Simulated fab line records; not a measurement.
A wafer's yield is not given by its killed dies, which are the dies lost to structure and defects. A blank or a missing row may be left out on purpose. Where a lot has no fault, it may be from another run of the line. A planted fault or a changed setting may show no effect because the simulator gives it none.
Comparing a struck lot with a sound one + flow gf180mcu + 14 steps out of a route of 602
Sound: the wafers L983.2, L983.5, L983.6. The struck wafers were L974.4, L974.5, L974.6. Last of all comes the cause.
At each step with rows: each side's tool, then ch and its chambers, then its first start. Under that, the readings that differ: sound wafers + struck wafers + difference of the means + sigmas: that difference in standard deviations of wafers without a fault.
alike: readings with means less than 2 such deviations apart, plus words and numbers identical on both sides. not compared: withheld readings, readings lacking a value on some wafer, bounds such as >300 that could conceal the same value, and numbers that have no deviation in the record and whose values overlap.
The two part at a step that has a row with sigmas, a row that says differs or no value, or rows on one side only. When numbers do not overlap yet have no deviation, they are printed without sigmas and do not part them. Lack of a reading on every wafer of one side parts them only where that side has two or more wafers.

GF_SALICIDE_RTA_08: time 30 s.
  sound on rtpAnneal-01 ch 0, day 22 19:35; struck on rtpAnneal-01 ch 0, day 19 23:58
  alike: lampPowerPct, wafer_temp_C_max
then, 1 step without rows for these wafers: GF_CONTACT_CVD_00 (deposits SiO2, target thk 300 nm, time 50 s).
GF_CONTACT_THK_MEAS_01:
  sound on filmMetro-04 at day 22 19:43; struck on filmMetro-04 at day 20 00:05
  alike: CONTACT_CVD_00_THK
GF_CONTACT_CVD_02: deposits SiO2 from TEOS, target thk 860 nm, time 95.992 s.
  sound on pecvd-03 ch 0,1,2, day 22 19:46; struck on pecvd-02 ch 1,2, day 20 00:09
  alike: heaterPowerW, rfFwdPowerW
GF_CONTACT_THK_MEAS_03:
  sound on filmMetro-04 at day 22 19:51; struck on filmMetro-02 at day 20 00:15
  alike: CONTACT_CVD_02_THK
GF_CONTACT_CMP_04: polishes SiO2.
  sound on cmp-01 ch 0,2,3, day 22 20:00; struck on cmp-02 ch 0,1,2, day 20 00:26
  alike: edgeZonePressureFrac, motorCurrentA, slurryFlowMlMin, timeToEndpointS
GF_CONTACT_BOW_MEAS_05:
  sound on filmMetro-02 at day 22 20:13; struck on filmMetro-01 at day 20 00:38
  alike: CONTACT_BOW
then, 5 steps without rows for these wafers: GF_CONTACT_DEHYDRATE_06 (time 60 s); GF_CONTACT_HMDS_07 (prime time 60 s); GF_CONTACT_COAT_08; GF_CONTACT_COAT_09 (resist thk 1000 nm); GF_CONTACT_SOFTBAKE_10 (time 60 s).
GF_CONTACT_EXPOSE_11: exposes mask Contact, target cd 220 nm.
  struck on krfScanner-02, day 20 12:25; sound on krfScanner-01 ch 0, day 23 07:51
  no value came back on the struck wafers for exposureDoseMJCm2, focusOffsetNm (nm); on the sound wafers exposureDoseMJCm2 reads 38.09 38.02 38.06
  alike: mask
then, 1 step without rows for these wafers: GF_CONTACT_PEB_12 (peb time 90 s).

== WHERE THEY PART ==
Only at GF_CONTACT_EXPOSE_11, within this record.

WHY: what the simulator had put in
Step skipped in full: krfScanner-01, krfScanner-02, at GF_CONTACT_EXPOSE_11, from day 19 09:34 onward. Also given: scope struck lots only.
